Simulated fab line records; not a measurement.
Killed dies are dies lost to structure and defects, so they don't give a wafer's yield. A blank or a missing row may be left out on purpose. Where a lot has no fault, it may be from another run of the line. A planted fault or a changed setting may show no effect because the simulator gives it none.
Which tool did it? ; flow gf180mcu ; 18 wafers from 6 lots sampled at 3 of the route's 602 steps

== WHAT THE GAUGES SHOWED, per wafer ==
GF_VT_IMPLANT_RS_MEAS_47: measures by four-point-probe.
lot;measured;on;NWELL_RS (ohm/sq)
L514;day 8 15:43;film_metro-04;486.8 486.7 487.3
L516;day 8 23:35;film_metro-02;485.9 485.2 486.8
L518;day 9 11:33;film_metro-04;481.0 481.9 482.3
L528;day 12 06:03;film_metro-01;488.0 489.4 489.3
L530;day 12 23:28;film_metro-01;490.4 489.8 490.2
L533;day 13 19:40;film_metro-01;488.4 490.3 488.2

== TOOL THAT RAN EACH LOT (tool first, then ch and the chambers of the sampled wafers, then the start) ==
lot;GF_DNWELL_STRIP_08;GF_NWELL_IMPLANT_08
L514;plasma_asher-04 ch 1, day 3 16:03;implanter-02 ch 0, day 4 05:59
L516;plasma_asher-03 ch 0,1, day 3 22:53;implanter-01 ch 0, day 4 11:48
L518;plasma_asher-01 ch 0,1, day 4 07:46;implanter-02 ch 0, day 4 21:11
L528;plasma_asher-03 ch 0,1, day 6 12:35;implanter-01 ch 0, day 7 04:12
L530;plasma_asher-03 ch 0,1, day 6 23:00;implanter-04 ch 0, day 7 15:17
L533;plasma_asher-04 ch 0,1, day 7 15:39;implanter-02 ch 0, day 8 07:56
- GF_DNWELL_STRIP_08: strips in O2/N2.
- GF_NWELL_IMPLANT_08

== THE ANSWER, worked out from the rows above alone ==
Rule: what is usual is taken from the lots themselves. The widest of any qualifying gaps counts: lots, ordered by their means at a reading, are off when they make up no more than a third of the lots, leave a main group of 4 or more, and stand apart from it by 3 or more times the standard deviation of that group's means. The tables above print the reading to a certain number of digits; a main group whose means all agree to those digits is not used. A lot without any number at a reading at which 4 lots or more have one is off too. Where the step has rows for the other lots, those lots are counted as sound.
No lot is off at any reading shown: from this, nothing can be told.

== WHAT THE SIMULATOR HAD INSERTED ==
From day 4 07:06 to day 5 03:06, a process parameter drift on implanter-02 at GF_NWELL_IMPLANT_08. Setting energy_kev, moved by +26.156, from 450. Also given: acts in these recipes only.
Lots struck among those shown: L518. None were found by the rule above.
